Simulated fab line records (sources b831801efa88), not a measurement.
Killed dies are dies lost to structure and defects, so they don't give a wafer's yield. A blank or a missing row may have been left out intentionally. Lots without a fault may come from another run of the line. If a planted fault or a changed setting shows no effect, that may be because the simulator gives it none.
A single fault, viewed from 2 desks | flow sky130 | each desk holds nothing but its own numbers, with what lay behind them at the end

TOOL OWNER'S DESK, pecvd-02
The tool's own readings at SKY_PASSIVATION_CVD_02 (deposits Si3N4, target thk 540 nm): means of the sampled wafers that have a number, for each lot that ran on this tool. Marked OUT: a lot whose mean sits more than 4 standard deviations from the usual mean, which makes it out of limits; the brackets give that distance.
Columns: A = heaterPowerOuterW at SKY_PASSIVATION_CVD_02, usual 427 W; B = heaterPowerW at SKY_PASSIVATION_CVD_02, usual 745 W
lot  | first seen here | A   | B
L174 | day 44 13:33    | 429 | 749
L180 | day 46 06:29    | 402 | 720
L187 | day 48 05:36    | 449 | 775
L191 | day 48 17:29    | 426 | 777
L193 | day 49 03:20    | 480 | 824
L192 | day 49 07:04    | 450 | 788
This desk's finding: nothing out of limits on any of the 6 lots.

AT THE METROLOGY DESK
Lot by lot, what the gauges showed, no matter which tool ran the lot: averages of those sampled wafers that carry a number. Marked OUT: a lot whose mean sits more than 4 standard deviations from the usual mean, which makes it out of limits; the brackets give that distance.
Columns: A = VIA3_OVL at SKY_VIA3_OVL_MEAS_13, usual -3 nm; B = VIA3_W_THK at SKY_VIA3_THK_MEAS_23, usual 385 nm; C = PASSIVATION_CVD_02_THK at SKY_PASSIVATION_THK_MEAS_03, usual 539 nm
lot  | first seen here | A   | B   | C
L173 | day 39 17:42    | -3  | 381 | 538
L174 | day 40 10:15    | -5  | 389 | 537
L179 | day 42 07:23    | -9  | 386 | 540
L180 | day 42 09:12    | -3  | 382 | 534
L183 | day 43 02:45    | -1  | 384 | 541
L188 | day 44 10:43    | -4  | 384 | 536
L187 | day 44 13:45    | -5  | 384 | 538
L191 | day 45 02:40    | -12 | 391 | 627 (+12) OUT
L193 | day 45 14:42    | -13 | 396 | 629 (+13) OUT
L192 | day 45 18:57    | -2  | 385 | 628 (+13) OUT
L195 | day 46 00:33    | -2  | 386 | 541
L194 | day 46 01:51    | -6  | 389 | 547
Per this desk, out of limits: L191, L192, L193; the first was L191, day 48 17:43 (PASSIVATION_CVD_02_THK at SKY_PASSIVATION_THK_MEAS_03). Within limits: L173, L174, L179, L180, L183, L188, L187, L195, L194.

TAKEN TOGETHER
On L191, L192, L193, the metrology desk was in a position to raise an alarm at day 48 17:43.
The tool owner's desk saw nothing out of limits.
Tool owner's desk: L191, L192, L193 on record, inside its limits.
All the named lots went through SKY_PASSIVATION_CVD_02 on pecvd-02.

WHAT THE SIMULATOR HAD INSERTED
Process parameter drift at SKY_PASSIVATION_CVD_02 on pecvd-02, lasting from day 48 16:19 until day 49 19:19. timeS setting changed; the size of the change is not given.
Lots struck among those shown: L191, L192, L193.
Per desk, hours elapsed from the start of the fault to the first reading out of limits: for the metrology desk, 1.
